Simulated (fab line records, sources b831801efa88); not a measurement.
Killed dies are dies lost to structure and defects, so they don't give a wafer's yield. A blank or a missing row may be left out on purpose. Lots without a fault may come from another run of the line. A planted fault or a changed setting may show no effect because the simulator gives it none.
Chamber matching | flow gf180mcu | GF_V4_CMP_04 on cmp-02: 4 sister chambers
The step polishes SiO2. 14 wafers are shown with their chamber, then 7 later ones without.

WAFERS WITH THEIR CHAMBER
wafer  | chamber | motor_current_A (A) | time_to_endpoint_s (s)
L561.1 | 0       | 13.2                | 70
L561.5 | 1       | 13.6                | 80
L561.6 | 2       | 12.4                | 72
L563.2 | 2       | 11.8                | 69
L563.3 | 1       | 13.0                | 68
L563.4 | 0       | 12.6                | 70
L564.1 | 1       | 13.1                | 77
L564.2 | 2       | 12.8                | 74
L564.3 | 0       | 12.8                | 77
L566.1 | 3       | 11.4                | 70
L566.3 | 0       | 12.8                | 72
L566.4 | 2       | 12.0                | 76
L568.1 | 2       | 12.3                | 73
L568.2 | 3       | 11.3                | 80

SIGNATURES (means of the wafers above)
reading            | chamber 0 | chamber 1 | chamber 2 | chamber 3 | scatter within a chamber
motor_current_A    | 12.850    | 13.233    | 12.260    | 11.350    | 0.315
time_to_endpoint_s | 72.25     | 75.00     | 72.80     | 75.00     | 4.33
Rule: a wafer's distance from a chamber is the root of the sum, over the readings, of the square of ((its reading less the chamber's mean) divided by the reading's scatter). The wafer belongs to the nearest chamber; if the next one is less than 2 further off, it can't be placed. The scatter: the root of (the sum of the squares of (reading less its chamber's mean) over the shown wafers, divided by (wafers less chambers)).

WAFERS WITHOUT THEIR CHAMBER
wafer  | motor_current_A (A) | time_to_endpoint_s (s)
L568.4 | 13.5                | 85
L569.1 | 11.8                | 85
L569.5 | 13.1                | 77
L569.6 | 12.2                | 80
L574.2 | 11.2                | 78
L574.4 | 12.8                | 82
L574.6 | 11.3                | 83

WHICH CHAMBER EACH WENT THROUGH
wafer  | from the rows above               | in truth
L568.4 | can't be placed: 1 or 0           | 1
L569.1 | can't be placed: 3 or 2 or 0      | 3
L569.5 | can't be placed: 1 or 0           | 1
L569.6 | can't be placed: 2 or 0 or 3 or 1 | 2
L574.2 | 3                                 | 3
L574.4 | can't be placed: 1 or 0 or 2      | 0
L574.6 | can't be placed: 3 or 2           | 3
Placed correctly: 1 of 7. Can't be placed from these rows: 6 (the true chamber is among the candidates in 6). Placed wrongly: 0.
